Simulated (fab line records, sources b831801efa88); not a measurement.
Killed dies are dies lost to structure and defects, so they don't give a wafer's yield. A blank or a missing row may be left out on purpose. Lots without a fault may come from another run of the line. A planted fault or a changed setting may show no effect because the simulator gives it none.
A struck lot beside a sound one | flow gf180mcu | 37 steps out of a route of 602
Sound: wafers L784.1, L784.3, L784.4. Struck: wafers L801.2, L801.3, L801.6. The cause comes at the end.
At each step with rows: each side's tool, then ch and its chambers, then its first start. Under that, the readings that differ: sound wafers | struck wafers | difference of the means | sigmas: that difference in standard deviations of wafers without a fault.
alike: readings whose means differ by less than 2 such deviations, and words and numbers that are the same on both sides. not compared: withheld readings, readings that some wafer has no value for, bounds like >300 that may hide the same value, and numbers for which the record gives no deviation and whose values overlap.
The two part at a step that has a row with sigmas, a row that says differs or no value, or rows on one side only. Numbers that don't overlap but have no deviation are shown without sigmas and don't part them. A reading that every wafer of one side lacks parts them only if that side has two wafers or more.

first, 1 step without rows for these wafers: GF_M5_DEVELOP_06 (develop time 60 s).
GF_M5_CD_MEAS_07: target cd 280 nm.
  sound on cd_sem-01, day 27 03:47; struck on cd_sem-01, day 31 13:16
  alike: cd_nm
GF_M5_OVL_MEAS_08:
  sound on overlay-01, day 27 03:55; struck on overlay-02, day 31 13:23
  alike: M5_OVL
GF_M5_ETCH_09: etches Si3N4 in CF4/O2, target depth 52 nm, time 11.6 s.
  sound on rie_diel-04 ch 0,2,3, day 27 03:56; struck on rie_diel-04 ch 0,1,2, day 31 13:25
  alike: bias_w, drypump_motor_current_A, oes_product_au, throttle_valve_pct
  not compared: rf_hours_counter_h
then, 5 steps without rows for these wafers: GF_M5_METAL_ETCH_10 (etches the open film in Cl2/BCl3, stops on SiO2, target depth 750.8 nm, time 125.1 s); GF_M5_STRIP_11 (strips in O2/N2); GF_M5_STRIP_12 (strips in post etch residue remover, time 1200 s); GF_M5_CLEAN_13 (cleans in DIW); GF_V5_CVD_00 (deposits SiO2, target thk 300 nm, time 50 s).
GF_V5_THK_MEAS_01:
  sound on film_metro-01, day 27 04:52; struck on film_metro-03, day 31 14:13
  reading            | sound       | struck      | difference | sigmas
  V5_CVD_00_THK (nm) | 293 298 297 | 302 304 304 | +7         | +2
then, 1 step without rows for these wafers: GF_V5_CVD_02 (deposits SiO2 from TEOS, target thk 1450 nm, time 163.28 s).
GF_V5_THK_MEAS_03:
  sound on film_metro-04, day 27 05:02; struck on film_metro-04, day 31 14:23
  alike: V5_CVD_02_THK
GF_V5_CMP_04: polishes SiO2.
  sound on cmp-01 ch 0,2,3, day 27 05:05; struck on cmp-02 ch 0,3, day 31 14:40
  reading                             | sound             | struck            | difference | sigmas
  model.SiO2_of_V5_CVD_02.thk_nm (nm) | 854.6 853.8 853.5 | 939.8 940.2 941.3 | +86.5      |
  alike: motor_current_A
GF_V5_BOW_MEAS_05:
  sound on film_metro-01, day 27 05:23; struck on film_metro-04, day 31 14:59
  alike: V5_BOW
then, 6 steps without rows for these wafers: GF_V5_DEHYDRATE_06 (time 60 s); GF_V5_HMDS_07 (prime time 60 s); GF_V5_COAT_08; GF_V5_COAT_09 (resist thk 1000 nm); GF_V5_SOFTBAKE_10 (time 60 s); GF_V5_EXPOSE_11 (exposes mask Via5, target cd 260 nm).
GF_V5_PEB_12: peb time 92.74 s.
  sound on litho_track-01 ch 0; struck on litho_track-04 ch 0
  alike: plate_sensor_t_centre_C, plate_sensor_t_edge_C, resist_line_temp_C
then, 1 step without rows for these wafers: GF_V5_DEVELOP_13 (develop time 60 s).
GF_V5_CD_MEAS_14: target cd 260 nm.
  sound on cd_sem-01, day 28 02:20; struck on cd_sem-02, day 32 07:02
  alike: cd_nm
GF_V5_OVL_MEAS_15:
  sound on overlay-02, day 28 02:28; struck on overlay-02, day 32 07:08
  alike: V5_OVL
then, 1 step without rows for these wafers: GF_V5_ETCH_16 (etches BARC in N2/H2).
GF_V5_ETCH_17: etches SiO2 in C4F8/O2/Ar, stops on TiN, target depth 855 nm.
  sound on rie_diel-01 ch 0,2,3; struck on rie_diel-02 ch 0,1,2
  reading                        | sound             | struck            | difference | sigmas
  oes_product_au (a.u.)          | 0.861 0.855 0.857 | 0.912 0.908 0.912 | +0.053     | +13
  model.etch.depth_nm (nm)       | 854.6 853.8 853.5 | 939.8 940.2 941.3 | +86.5      |
  model.V5.feature_depth_nm (nm) | 854.6 853.8 853.5 | 939.8 940.2 941.3 | +86.5      |
  alike: bias_w
then, 3 steps without rows for these wafers: GF_V5_STRIP_18 (strips in O2/N2); GF_V5_STRIP_19 (strips in post etch residue remover, time 1200 s); GF_V5_CLEAN_20 (cleans in DIW).
GF_V5_SPUTTER_21: material Ti, target thk 15 nm, time 80.02 s.
  sound on pvd_sputter-03, day 28 03:11; struck on pvd_sputter-02, day 32 07:52
  alike: cathode_dc_power_W, throttle_valve_pct
then, 1 step without rows for these wafers: GF_V5_SPUTTER_22 (material TiN, target thk 10 nm, time 40 s).
GF_V5_CVD_23: deposits W, target thk 350 nm, time 104.9 s.
  sound on cvd_w-01 ch 0,1, day 28 03:17; struck on cvd_w-01 ch 0,1, day 32 07:58
  alike: heater_power_w
GF_V5_RS_MEAS_24: measures by four-point-probe.
  sound on film_metro-04, day 28 03:24; struck on film_metro-01, day 32 08:05
  alike: V5_W_RS
GF_V5_THK_MEAS_25: measures by xrf.
  sound on film_metro-04, day 28 03:31; struck on film_metro-01, day 32 08:12
  alike: V5_W_THK
GF_V5_CMP_26: polishes, stops on SiO2, t overpolish 15 s, target thk 0 nm.
  sound on cmp-02 ch 1,2,3, day 28 03:35; struck on cmp-01 ch 0,1, day 32 08:15
  reading                             | sound             | struck          | difference | sigmas
  model.SiO2_of_V5_CVD_02.thk_nm (nm) | 850.8 850.1 849.7 | 936 936.4 937.6 | +86        |
  alike: motor_current_A
GF_TOP_METAL_SPUTTER_00: material Ti, target thk 37.5 nm, time 150 s.
  sound on pvd_sputter-04, day 28 03:53; struck on pvd_sputter-02, day 32 08:33
  alike: cathode_dc_power_W, throttle_valve_pct
then, 1 step without rows for these wafers: GF_PASSIVATION_PROBE_99.

WHERE THEY PART
First at GF_V5_THK_MEAS_01; last, within this record, at GF_V5_ETCH_17. Later steps at which nothing parts them and some readings are alike: GF_V5_SPUTTER_21, GF_V5_CVD_23, GF_V5_RS_MEAS_24, GF_V5_THK_MEAS_25, GF_V5_CMP_26, GF_TOP_METAL_SPUTTER_00.

WHY: what the simulator had put in
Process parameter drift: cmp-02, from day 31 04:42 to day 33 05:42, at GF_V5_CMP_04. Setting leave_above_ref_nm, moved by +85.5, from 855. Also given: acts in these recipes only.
